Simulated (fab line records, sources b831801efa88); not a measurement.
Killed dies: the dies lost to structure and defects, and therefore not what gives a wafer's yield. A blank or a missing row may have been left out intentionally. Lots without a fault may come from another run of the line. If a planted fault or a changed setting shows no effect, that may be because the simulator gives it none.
Struck lot and sound lot, side by side + flow sky130 + 42 out of 708 route steps
Sound: these wafers, L980.2, L980.3, L980.6. Wafers L994.1, L994.2, L994.3 were the ones struck. The cause is named last.
For every step that has rows: the tool of each side, followed by ch and its chambers, followed by its first start. Under that, the readings that differ: sound wafers + struck wafers + difference of the means + sigmas: that difference in standard deviations of wafers without a fault.
alike: same words and numbers on both sides, and readings whose means sit less than 2 such deviations apart. not compared: any withheld reading, any reading some wafer has no value for, any bound like >300 that may hide the same value, and any number with overlapping values for which the record gives no deviation.
Wherever a step has rows on one side only, a row that says differs or no value, or a row with sigmas, the two part there. Numbers that have no deviation but don't overlap get no sigmas and don't part them. Lack of a reading on every wafer of one side parts them only where that side has two or more wafers.

first, 5 steps without rows for these wafers: SKY_GATE_OXIDE_COAT_05 (resist thk 1140 nm); SKY_GATE_OXIDE_SOFTBAKE_06 (time 60 s); SKY_GATE_OXIDE_EXPOSE_07 (exposes mask LVOM, target cd 600 nm); SKY_GATE_OXIDE_PEB_08; SKY_GATE_OXIDE_DEVELOP_09 (develop time 60 s).
SKY_GATE_OXIDE_OVL_MEAS_10:
  sound on overlay-01 at day 13 17:10; struck on overlay-01 at day 18 21:01
  alike: GATE_OXIDE_OVL
then, 2 steps without rows for these wafers: SKY_GATE_OXIDE_IMPLANT_11; SKY_GATE_OXIDE_WET_ETCH_12 (etches SiO2 in dHF, target depth 16.8 nm, time 336 s).
SKY_GATE_OXIDE_STRIP_13: strips in O2/N2.
  sound on plasma asher-04 ch 0, day 13 17:26; struck on plasma asher-03 ch 0,1, day 18 21:17
  alike: drypump motor current A, oes product au, strip time to endpoint s
  not compared: rf hours counter h
SKY_GATE_OXIDE_TW_MEAS_14:
  sound on film metro-03 at day 13 17:33; struck on film metro-02 at day 18 21:23
  alike: GATE_OXIDE_TW
then, 2 steps without rows for these wafers: SKY_GATE_OXIDE_CLEAN_15 (cleans in SC1/SC2, time 150 s); SKY_GATE_OXIDE_OXIDATION_16 (stabilise 600 s, purge 300 s, target thk 3.57 nm).
SKY_POLY_GATE_CVD_00: deposits poly-Si, target thk 180 nm, time 720 s.
  sound on lpcvd-01 ch 0, day 13 20:10; struck on lpcvd-01 ch 1, day 19 02:24
| reading                                       | sound             | struck            | difference | sigmas |
|-----------------------------------------------|-------------------|-------------------|------------|--------|
| spike tc bottom C (C)                         | 639.6 638.7 640.3 | 632.4 628.5 631.5 | -8.7       | -9     |
| spike tc centre C (C)                         | 618.8 622.3 620.7 | 613.1 612.2 611.0 | -8.5       | -8     |
| spike tc lower C (C)                          | 621.3 619.5 620.3 | 611.4 611.3 609.8 | -9.5       | -9     |
| spike tc upper C (C)                          | 619.1 620.4 620.9 | 609.7 611.2 611.1 | -9.5       | -8     |
| susceptor temp C (C)                          | 620.3 620.6 620.7 | 611.6 611.3 611.4 | -9.1       | -30    |
| zone power centre pct (%)                     | 9.1 9.2 9.2       | 7.9 7.7 7.8       | -1.4       | -2     |
| model.poly-Si_of_POLY_GATE_CVD_00.thk nm (nm) | 182.2 180.6 180.7 | 147.9 148.8 147   | -33.3      |        |
  alike: zone power top pct
SKY_POLY_GATE_THK_MEAS_01:
  sound on film metro-04 at day 13 21:22; struck on film metro-02 at day 19 03:36
| reading                   | sound             | struck            | difference | sigmas |
|---------------------------|-------------------|-------------------|------------|--------|
| POLY_GATE_CVD_00_THK (nm) | 182.3 180.7 180.6 | 148.0 148.7 147.0 | -33.3      | -22    |
then, 8 steps without rows for these wafers: SKY_RES_PROTECT_DEHYDRATE_00 (time 60 s); SKY_RES_PROTECT_HMDS_01 (prime time 60 s); SKY_RES_PROTECT_COAT_02 (resist thk 1140 nm); SKY_RES_PROTECT_SOFTBAKE_03 (time 60 s); SKY_RES_PROTECT_EXPOSE_04 (exposes mask RPM, target cd 1270 nm); SKY_RES_PROTECT_PEB_05; SKY_RES_PROTECT_DEVELOP_06 (develop time 60 s); SKY_POLY_GATE_IMPLANT_02.
SKY_RES_PROTECT_STRIP_07: strips in O2/N2.
  sound on plasma asher-04 ch 0, day 14 22:11; struck on plasma asher-02 ch 0,1, day 20 10:04
| reading                      | sound             | struck            | difference | sigmas |
|------------------------------|-------------------|-------------------|------------|--------|
| strip time to endpoint s (s) | 23.18 23.25 23.21 | 23.39 23.37 23.35 | +0.16      | +3     |
  alike: drypump motor current A, oes product au
  not compared: rf hours counter h
SKY_RES_PROTECT_TW_MEAS_08:
  sound on film metro-03 at day 14 22:18; struck on film metro-02 at day 20 10:10
  alike: POLY_GATE_TW
SKY_RES_PROTECT_CLEAN_09: cleans in SC1/SC2, time 150 s.
  sound on wet bench-03 ch 0, day 14 22:21; struck on wet bench-03 ch 0, day 20 10:14
| reading                                       | sound         | struck            | difference | sigmas |
|-----------------------------------------------|---------------|-------------------|------------|--------|
| model.poly-Si_of_POLY_GATE_CVD_00.thk nm (nm) | 181.6 180 180 | 147.3 148.2 146.4 | -33.2      |        |
then, 1 step without rows for these wafers: SKY_POLY_GATE_CVD_03 (deposits Si3N4 from DCS/NH3, target thk 75 nm, time 1290 s).
SKY_POLY_GATE_THK_MEAS_04:
  sound on film metro-01 at day 14 23:46; struck on film metro-01 at day 20 12:36
  alike: POLY_GATE_CVD_03_THK
then, 8 steps without rows for these wafers: SKY_POLY_GATE_DEHYDRATE_05 (time 60 s); SKY_POLY_GATE_HMDS_06 (prime time 60 s); SKY_POLY_GATE_COAT_07 (resist thk 110 nm); SKY_POLY_GATE_COAT_08 (resist thk 450 nm); SKY_POLY_GATE_SOFTBAKE_09 (time 90 s); SKY_POLY_GATE_EXPOSE_10 (exposes mask P1M, target cd 150 nm); SKY_POLY_GATE_PEB_11; SKY_POLY_GATE_DEVELOP_12 (develop time 60 s).
SKY_POLY_GATE_CD_MEAS_13: target cd 150 nm.
  sound on cd sem-01 at day 16 02:53; struck on cd sem-02 at day 21 18:37
| reading    | sound             | struck            | difference | sigmas |
|------------|-------------------|-------------------|------------|--------|
| cd nm (nm) | 146.8 148.2 146.9 | 151.5 150.8 151.9 | +4.1       | +3     |
SKY_POLY_GATE_OVL_MEAS_14:
  sound on overlay-02 at day 16 03:00; struck on overlay-01 at day 21 18:44
  alike: POLY_GATE_OVL
SKY_POLY_GATE_ETCH_15: etches BARC in N2/H2, stops on SiO2, time 118.5 s, target depth 110 nm.
  sound on rie diel-04 ch 0,1,2, day 16 03:02; struck on rie diel-03 ch 0,1,3, day 21 18:47
  alike: bias w, drypump motor current A, oes product au, throttle valve pct
  not compared: rf hours counter h
SKY_POLY_GATE_ETCH_16: etches Si3N4 in CH3F/O2, stops on poly-Si, time 147.5 s, target depth 75 nm.
  sound on rie diel-04 ch 0,1,2, day 16 03:07; struck on rie diel-03 ch 0,1,3, day 21 18:52
  alike: O2_flow_sccm, bias w, drypump motor current A, oes product au, throttle valve pct
  not compared: rf hours counter h
SKY_POLY_GATE_ETCH_17: etches poly-Si in HBr/Cl2, stops on SiO2, target depth 180 nm, time 70.5 s.
  sound on rie si-01 ch 0,1, day 16 03:13; struck on rie si-01 ch 0,1,3, day 21 18:58
| reading                               | sound                | struck               | difference | sigmas |
|---------------------------------------|----------------------|----------------------|------------|--------|
| oes product au (a.u.)                 | 1.002 0.989 0.996    | 0.865 0.869 0.858    | -0.132     | -21    |
| throttle valve pct (%)                | 33.674 33.666 33.673 | 33.693 33.706 33.673 | +0.020     | +2     |
| model.POLY_GATE.feature depth nm (nm) | 181.6 180 180        | 147.3 148.2 146.4    | -33.2      |        |
| model.etch.depth nm (nm)              | 181.6 180 180        | 147.3 148.2 146.4    | -33.2      |        |
  alike: bias w, drypump motor current A
  not compared: rf hours counter h
SKY_POLY_GATE_STRIP_18: strips in O2/N2.
  sound on plasma asher-03 ch 0,1, day 16 03:16; struck on plasma asher-04 ch 0,1, day 21 19:01
  alike: drypump motor current A, oes product au, strip time to endpoint s
  not compared: rf hours counter h
-- a jump in the record: the struck wafers' starts before and after are 27 days apart (it breaks off in module POLY_GATE and resumes in module PAD_OPEN, where the first step shown is number 708 of the route) --
SKY_PAD_OPEN_PROBE_99:
  sound on prober-02 at day 45 12:12; struck on prober-01 at day 49 06:41
| reading                             | sound             | struck            | difference | sigmas |
|-------------------------------------|-------------------|-------------------|------------|--------|
| model.etest.res high po.line ohm um | 743.4 731.2 726.5 | 854.4 894.2 889.7 | +145.7     |        |
| model.etest.res poly.line ohm um    | 520.9 513.1 506   | 606.1 625.3 626.3 | +105.9     |        |
| model.etest.tip sonos.rs ohm sq     | 2578 2650 2615    | 2542 2542 2553    | -69        |        |
| model.etest.res high po.rs ohm sq   | 253.1 256.1 251.9 | 300.6 313.4 310.3 | +54.4      |        |
| model.etest.res poly.rs ohm sq      | 47.72 47.32 47.22 | 56.89 58.2 58.85  | +10.56     |        |
| model.etest.cap li to poly.c af um2 | 97.65 101.3 98.99 | 89.7 91.2 90.91   | -8.7       |        |
  alike: killed_at_M0_to_M3, killed_at_M4_up, killed at contacts, killed at front end, killed at other, killed dies, killed open, killed short

== WHERE THEY PART ==
At SKY_POLY_GATE_CVD_00 first; at SKY_POLY_GATE_ETCH_17 last (within this record only). Later steps at which nothing parts them and some readings are alike: SKY_POLY_GATE_STRIP_18, SKY_PAD_OPEN_PROBE_99.

WHY: what the simulator had put in
lpcvd-01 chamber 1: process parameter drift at SKY_POLY_GATE_CVD_00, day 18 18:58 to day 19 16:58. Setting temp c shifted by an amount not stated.
